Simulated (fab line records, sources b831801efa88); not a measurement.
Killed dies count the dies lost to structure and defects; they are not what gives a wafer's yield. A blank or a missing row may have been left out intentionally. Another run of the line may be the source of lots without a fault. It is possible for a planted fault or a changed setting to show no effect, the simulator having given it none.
Chamber matching    flow sky130    cmp-01 running SKY_VIA1_CMP_24: 4 sister chambers
The step polishes, stops on SiO2, t overpolish 15 s, target thk 0 nm. 8 wafers are shown with their chamber, then 12 later ones without.

## WAFERS, EACH WITH ITS CHAMBER
wafer   chamber  motorCurrentA (A)  timeToEndpointS (s)
L083.4  0        10.9               69
L084.1  1        10.9               67
L085.2  0        10.3               70
L086.3  1        11.3               65
L086.4  2        10.1               61
L087.2  2        10.7               65
L087.3  3        11.9               66
L087.5  3        11.6               65

## WAFERS MISSING THEIR CHAMBER
wafer   motorCurrentA (A)  timeToEndpointS (s)
L090.2  10.2               73
L090.3  11.0               69
L090.5  10.1               73
L091.4  12.2               68
L091.5  10.8               64
L091.6  11.8               67
L092.1  11.8               68
L092.4  11.0               64
L092.6  11.0               69
L095.1  10.6               65
L095.2  10.7               59
L095.5  12.1               63

## CHAMBER TAKEN BY EACH
wafer   from the rows above                in truth
L090.2  0                                  0
L090.3  can't be placed: 0 or 1 or 3       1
L090.5  0                                  0
L091.4  can't be placed: 3 or 1            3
L091.5  can't be placed: 2 or 1 or 3       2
L091.6  can't be placed: 3 or 1            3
L092.1  can't be placed: 3 or 1            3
L092.4  can't be placed: 1 or 2 or 3       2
L092.6  can't be placed: 0 or 1 or 3       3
L095.1  can't be placed: 2 or 1 or 0 or 3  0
L095.2  can't be placed: 2 or 1            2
L095.5  can't be placed: 3 or 1            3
Correctly placed: 2 of 12. Not placeable from these rows: 10 (in 10, the candidates include the true chamber). 0 placed wrongly.
How it was worked out, from the rows above alone: a wafer's distance from a chamber is the root of the sum, over the readings, of the square of ((its reading less the chamber's mean) divided by the reading's scatter). If the next closest chamber is less than 2 further off than the closest, the wafer can't be placed; otherwise it belongs to the closest. A chamber's mean is the mean of its shown wafers. The scatter is the square root of a quotient: the sum, over the shown wafers, of each reading's squared deviation from its chamber's mean, divided by wafers minus chambers.
